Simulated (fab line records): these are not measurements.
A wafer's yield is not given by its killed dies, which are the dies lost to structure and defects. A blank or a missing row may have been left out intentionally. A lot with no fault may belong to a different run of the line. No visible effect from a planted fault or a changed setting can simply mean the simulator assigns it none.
Split-lot study -- flow gf180mcu -- on a route of 602 steps: 5 lots, 23 wafers read

== ON THE SPLIT ==
At GF_SAB_DEVELOP_08 (develop time 60 s), the setting develop time s was moved away from the recipe's 60 s on 10 of the 23 wafers read, by -13.9% to +12.9%. For the rest of the wafers, this setting stayed at what the recipe calls for.

Split to reading: the file shows no intervening step.

== THE READING ==
Shown in nm: cd nm at GF_SAB_CD_MEAS_09, with target cd 420 nm. Typical for fault-free wafers on this fab line: 418.9 nm, with standard deviation 2.5 nm.

wafer,"tool, chamber at the split","develop time s as run, s",against the recipe,"cd nm, nm",against lot-mates on the recipe
L077.1,"litho track-01, 0",60,recipe,414.4,-
L077.2,"litho track-01, 0",65.03,+8.4%,407.6,-6.1
L077.3,"litho track-01, 0",60,recipe,414.3,-
L077.5,"litho track-01, 0",60,recipe,412.5,-
L077.6,"litho track-01, 0",65.03,+8.4%,407.8,-5.9
L078.1,"litho track-01, 0",65.69,+9.5%,410.6,-9.3
L078.2,"litho track-01, 0",60,recipe,419.8,-
L078.3,"litho track-01, 0",65.69,+9.5%,410.7,-9.2
L078.5,"litho track-01, 0",60,recipe,419.9,-
L078.6,"litho track-01, 0",60,recipe,420.1,-
L079.1,"litho track-04, 0",60,recipe,421.2,-
L079.4,"litho track-04, 0",60,recipe,422.2,-
L079.6,"litho track-04, 0",60,recipe,419.6,-
L082.1,"litho track-04, 0",67.73,+12.9%,406.0,-12.0
L082.2,"litho track-04, 0",60,recipe,419.4,-
L082.3,"litho track-04, 0",67.73,+12.9%,405.4,-12.6
L082.5,"litho track-04, 0",60,recipe,416.6,-
L082.6,"litho track-04, 0",67.73,+12.9%,407.6,-10.4
L084.1,"litho track-04, 0",51.64,-13.9%,433.3,+14.4
L084.2,"litho track-04, 0",51.64,-13.9%,432.8,+13.9
L084.4,"litho track-04, 0",51.64,-13.9%,435.7,+16.8
L084.5,"litho track-04, 0",60,recipe,419.6,-
L084.6,"litho track-04, 0",60,recipe,418.2,-

FIT RESULTS
A straight line over all 23 wafers: cd nm changes by -1.04 nm for each +1% of develop time s; r = -0.96; the points scatter about the line by 2.5 nm.
The same after taking each lot's own level away (the mean of its wafers on the recipe; 23 wafers): -0.98 nm for each +1%; r = -0.99; scatter 1.2 nm.
Per that fit: largest develop time s move, reading shift of 14 nm.
The span of the lots' own levels, 413.73 to 421.00 nm, comes to 2.9 times the standard deviation stated above.
Hence the lot-to-lot level has little effect on the slope; both slopes agree.
Check: for one of the wafers moved furthest among these (-13.9%), held out of the fit, the line's prediction against its lot-mates is +14.1 nm. It came out at +14.4 nm against them.

== THE OTHER SPLITS THESE WAFERS WENT THROUGH ==
Note: prior to the reading, these wafers also went through further splits. Each is held against what the fit with the lots' levels taken away leaves over:
other split on the same wafers,wafers away from the commonest value,r with cd nm (lot level and that fit taken away)
GF_POLY_GATE_PEB_08 peb time s,11,+0.14
GF_HV_LDD_EXPOSE_16 dose mj,9,+0.01
GF_HV_LDD_DEVELOP_18 dev temp c,6,+0.14
GF_NSD_DEVELOP_06 develop time s,11,+0.01
GF_NSD_IMPLANT_09 energy kev,12,+0.08
GF_PSD_COAT_02 resist thk nm,10,+0.05
GF_PSD_DEVELOP_06 develop time s,8,+0.20

== THE WHOLE CHAIN: every reading that the file lists as answering this split, in the file's order ==
step,what it does,reading,change (the file's fit),r (the file's)
GF_SAB_CD_MEAS_09,target cd 420 nm,cd nm,-0.958 nm for each +1% of the setting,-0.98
GF_SAB_ETCH_11,"etches SiO2 in C4F8/O2/Ar, target depth 55 nm, time 8.5 s","SAB.cd nm (the simulator's own value, which no gauge read)",-0.955 nm for each +1% of the setting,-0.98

== FILE'S OWN FIT ==
cd nm changes by -0.958 nm for each +1% of develop time s, r = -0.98.
